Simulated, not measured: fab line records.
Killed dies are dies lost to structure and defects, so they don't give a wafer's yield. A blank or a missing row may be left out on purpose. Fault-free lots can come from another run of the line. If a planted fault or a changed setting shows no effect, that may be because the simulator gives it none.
A struck lot beside a sound one | flow sky130 | 15 steps out of a route of 708
Sound: the wafers L792.2, L792.3, L792.6. Struck: wafer L808.6; the same lot's L808.1 was not struck, so it is left out; see the end for the cause.
For every step that has rows: the tool of each side, followed by ch and its chambers, followed by its first start. Under that, the readings that differ: sound wafers | struck wafers | difference of the means | sigmas: that difference in standard deviations of wafers without a fault.
alike: same words and numbers on both sides, and readings whose means sit less than 2 such deviations apart. not compared: any withheld reading, any reading some wafer has no value for, any bound like >300 that may hide the same value, and any number with overlapping values for which the record gives no deviation.
A row with sigmas, a row that says differs or no value, or rows on one side alone: a step with any of these is where the two part. When numbers do not overlap yet have no deviation, they are printed without sigmas and do not part them. A reading missing from all wafers of one side parts the sides only when that side holds two or more wafers.

first, 2 steps without rows for these wafers: SKY_METAL4_PEB_11; SKY_METAL4_DEVELOP_12 (develop time 60 s).
SKY_METAL4_CD_MEAS_13: target cd 300 nm.
  sound: cd sem-02 at day 43 19:05; struck: cd sem-02 at day 49 11:55
  alike: cd nm
SKY_METAL4_OVL_MEAS_14:
  sound: overlay-01 at day 43 19:12; struck: overlay-01 at day 49 12:02
  alike: METAL4_OVL
SKY_METAL4_DESCUM_15: chemistry O2, time 8 s.
  sound on rie metal-03 ch 1, day 43 19:14; struck on rie metal-03 ch 1, day 49 12:05
  alike: drypump motor current A, oes product au
  not compared: rf hours counter h
SKY_METAL4_ETCH_16: etches BARC in N2/H2, stops on SiO2, time 88.2 s, target depth 60 nm.
  sound on rie metal-03 ch 1, day 43 19:19; struck on rie metal-03 ch 1, day 49 12:08
  alike: drypump motor current A, oes product au, throttle valve pct
  not compared: rf hours counter h
SKY_METAL4_ETCH_17: etches SiO2 in C4F8/O2/Ar, stops on TiN, time 3.9 s, target depth 15 nm.
  sound on rie diel-02 ch 0,3, day 43 19:29; struck on rie diel-03 ch 0, day 49 12:20
  alike: oes product au
  not compared: rf hours counter h
SKY_METAL4_METAL_ETCH_18: etches the open film in Cl2/BCl3, stops on SiO2, target depth 845 nm, time 183.1 s.
  sound on rie metal-03 ch 1, day 43 19:34; struck on rie metal-04 ch 0, day 49 12:22
  reading                     | sound       | struck | difference | sigmas
  drypump motor current A (A) | 5.0 5.0 5.0 | 5.9    | +0.9       | +3
  alike: oes product au, throttle valve pct
  not compared: rf hours counter h
then, 4 steps without rows for these wafers: SKY_METAL4_STRIP_19 (strips in O2/N2); SKY_METAL4_STRIP_20 (strips in post etch residue remover, time 1200 s); SKY_METAL4_CLEAN_21 (cleans in IPA, time 180 s); SKY_METAL4_CLEAN_22 (cleans in O3/DIW).
SKY_VIA4_HDPCVD_00: deposits SiO2, target thk 1750 nm, time 291.7 s.
  sound on hdpcvd-02 ch 1,2, day 43 20:27; struck on hdpcvd-02 ch 1, day 49 13:08
  reading                                  | sound          | struck | difference | sigmas
  model.SiO2_of_VIA4_HDPCVD_00.thk nm (nm) | 1751 1758 1749 | 3151   | +1398      |
SKY_VIA4_THK_MEAS_01:
  sound: film metro-02 at day 43 20:38; struck: film metro-04 at day 49 13:19
  reading              | sound          | struck | difference | sigmas
  VIA4_HDPCVD_THK (nm) | 1752 1757 1747 | 3152   | +1400      | +70
SKY_VIA4_CMP_02: polishes SiO2.
  sound on cmp-02 ch 1,2, day 43 20:44; struck on cmp-02 ch 1, day 49 13:32
  alike: motor current A

== WHERE THEY PART ==
First at SKY_METAL4_METAL_ETCH_18; last, within this record, at SKY_VIA4_THK_MEAS_01. Later steps at which nothing parts them and some readings are alike: SKY_VIA4_CMP_02.

WHY: the cause the simulator had injected
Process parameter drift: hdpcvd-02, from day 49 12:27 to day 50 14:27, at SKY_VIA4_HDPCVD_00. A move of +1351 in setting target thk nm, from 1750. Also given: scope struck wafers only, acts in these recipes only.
